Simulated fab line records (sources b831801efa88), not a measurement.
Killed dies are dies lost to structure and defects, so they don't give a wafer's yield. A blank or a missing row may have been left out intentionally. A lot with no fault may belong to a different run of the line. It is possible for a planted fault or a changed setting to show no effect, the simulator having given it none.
What tool caused it? / flow sky130 / 11 lots with 33 wafers sampled at 4 steps, on a route of 708 steps

## WHAT THE GAUGES READ, wafer by wafer
SKY_LI_CONTACT_THK_MEAS_01.
lot=L614; measured=day 26 21:40; on=film_metro-01; LI_CONTACT_HDPCVD_THK (nm)=916 932 928
lot=L617; measured=day 27 19:12; on=film_metro-01; LI_CONTACT_HDPCVD_THK (nm)=914 922 920
lot=L620; measured=day 28 07:58; on=film_metro-02; LI_CONTACT_HDPCVD_THK (nm)=932 915 924
lot=L621; measured=day 28 15:06; on=film_metro-02; LI_CONTACT_HDPCVD_THK (nm)=936 939 933
lot=L622; measured=day 28 23:07; on=film_metro-02; LI_CONTACT_HDPCVD_THK (nm)=929 1283 921
lot=L623; measured=day 29 00:39; on=film_metro-01; LI_CONTACT_HDPCVD_THK (nm)=918 1295 919
lot=L629; measured=day 38 09:19; on=film_metro-02; LI_CONTACT_HDPCVD_THK (nm)=944 942 933
lot=L627; measured=day 38 13:25; on=film_metro-02; LI_CONTACT_HDPCVD_THK (nm)=930 937 932
lot=L628; measured=day 38 15:17; on=film_metro-02; LI_CONTACT_HDPCVD_THK (nm)=931 920 912
lot=L630; measured=day 38 15:49; on=film_metro-04; LI_CONTACT_HDPCVD_THK (nm)=935 931 934
lot=L631; measured=day 38 17:02; on=film_metro-01; LI_CONTACT_HDPCVD_THK (nm)=945 937 942

## EACH LOT AND THE TOOL THAT RAN IT (in order: tool; ch and the chambers of the sampled wafers; start)
lot=L614; SKY_SD_N_STRIP_11=plasma_asher-03 ch 0,1, day 26 20:47; SKY_SD_N_RTA_14=rtp_anneal-02 ch 0, day 26 21:01; SKY_LI_CONTACT_HDPCVD_00=hdpcvd-02 ch 0,1, day 26 21:34
lot=L617; SKY_SD_N_STRIP_11=plasma_asher-03 ch 0,1, day 27 18:19; SKY_SD_N_RTA_14=rtp_anneal-02 ch 0, day 27 18:32; SKY_LI_CONTACT_HDPCVD_00=hdpcvd-02 ch 0,1, day 27 19:05
lot=L620; SKY_SD_N_STRIP_11=plasma_asher-03 ch 0,1, day 28 07:05; SKY_SD_N_RTA_14=rtp_anneal-01 ch 0, day 28 07:18; SKY_LI_CONTACT_HDPCVD_00=hdpcvd-01 ch 1,2, day 28 07:51
lot=L621; SKY_SD_N_STRIP_11=plasma_asher-03 ch 0,1, day 28 14:08; SKY_SD_N_RTA_14=rtp_anneal-02 ch 0, day 28 14:22; SKY_LI_CONTACT_HDPCVD_00=hdpcvd-01 ch 1,2, day 28 14:54
lot=L622; SKY_SD_N_STRIP_11=plasma_asher-01 ch 0,1, day 28 22:14; SKY_SD_N_RTA_14=rtp_anneal-01 ch 0, day 28 22:27; SKY_LI_CONTACT_HDPCVD_00=hdpcvd-02 ch 0,1,2, day 28 23:00
lot=L623; SKY_SD_N_STRIP_11=plasma_asher-03 ch 0,1, day 28 23:47; SKY_SD_N_RTA_14=rtp_anneal-02 ch 0, day 29 00:00; SKY_LI_CONTACT_HDPCVD_00=hdpcvd-02 ch 0,1,2, day 29 00:33
lot=L629; SKY_SD_N_STRIP_11=plasma_asher-03 ch 0,1, day 38 08:26; SKY_SD_N_RTA_14=rtp_anneal-01 ch 0, day 38 08:40; SKY_LI_CONTACT_HDPCVD_00=hdpcvd-01 ch 0,2, day 38 09:13
lot=L627; SKY_SD_N_STRIP_11=plasma_asher-01 ch 0,1, day 38 12:32; SKY_SD_N_RTA_14=rtp_anneal-02 ch 0, day 38 12:46; SKY_LI_CONTACT_HDPCVD_00=hdpcvd-01 ch 0,2, day 38 13:18
lot=L628; SKY_SD_N_STRIP_11=plasma_asher-01 ch 0,1, day 38 14:23; SKY_SD_N_RTA_14=rtp_anneal-01 ch 0, day 38 14:37; SKY_LI_CONTACT_HDPCVD_00=hdpcvd-01 ch 0,2, day 38 15:10
lot=L630; SKY_SD_N_STRIP_11=plasma_asher-01 ch 0,1, day 38 14:56; SKY_SD_N_RTA_14=rtp_anneal-02 ch 0, day 38 15:10; SKY_LI_CONTACT_HDPCVD_00=hdpcvd-01 ch 0,1,2, day 38 15:42
lot=L631; SKY_SD_N_STRIP_11=plasma_asher-03 ch 1, day 38 16:10; SKY_SD_N_RTA_14=rtp_anneal-01 ch 0, day 38 16:23; SKY_LI_CONTACT_HDPCVD_00=hdpcvd-01 ch 0,2, day 38 16:55
- SKY_SD_N_STRIP_11: strips in O2/N2.
- SKY_SD_N_RTA_14: time 2 s.
- SKY_LI_CONTACT_HDPCVD_00: deposits PSG, target thk 930 nm, time 155 s.

## THE ANSWER, worked out from the rows above alone
Rule: the lots themselves supply what counts as usual. The widest of any qualifying gaps counts: lots, ordered by their means at a reading, are off when they make up no more than a third of the lots, leave a main group of 4 or more, and stand apart from it by 3 or more times the standard deviation of that group's means. A main group whose means are all the same, to the digits that the tables above print for the reading, isn't used. Also off: a lot with no number at a reading for which 4 or more lots have one. The other lots that the step has rows for count as sound.
Off: L622, L623, at SKY_LI_CONTACT_THK_MEAS_01 (LI_CONTACT_HDPCVD_THK). The main group: mean 930 nm, standard deviation 7.8.
If a tool, at a process step before that reading, ran all the lots that are off and no sound lot after the first of them, it fits. Those tools and the gauges at SKY_LI_CONTACT_THK_MEAS_01 are tried in the same way. One fits: SKY_LI_CONTACT_HDPCVD_00 on hdpcvd-02. A fault onset in the window from L617 (day 27 19:05, its last sound lot) to L622 (day 28 23:00, its first lot off) fits.

## WHAT THE SIMULATOR HAD PUT IN
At SKY_LI_CONTACT_HDPCVD_00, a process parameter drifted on hdpcvd-02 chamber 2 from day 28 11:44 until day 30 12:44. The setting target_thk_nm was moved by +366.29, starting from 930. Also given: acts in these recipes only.
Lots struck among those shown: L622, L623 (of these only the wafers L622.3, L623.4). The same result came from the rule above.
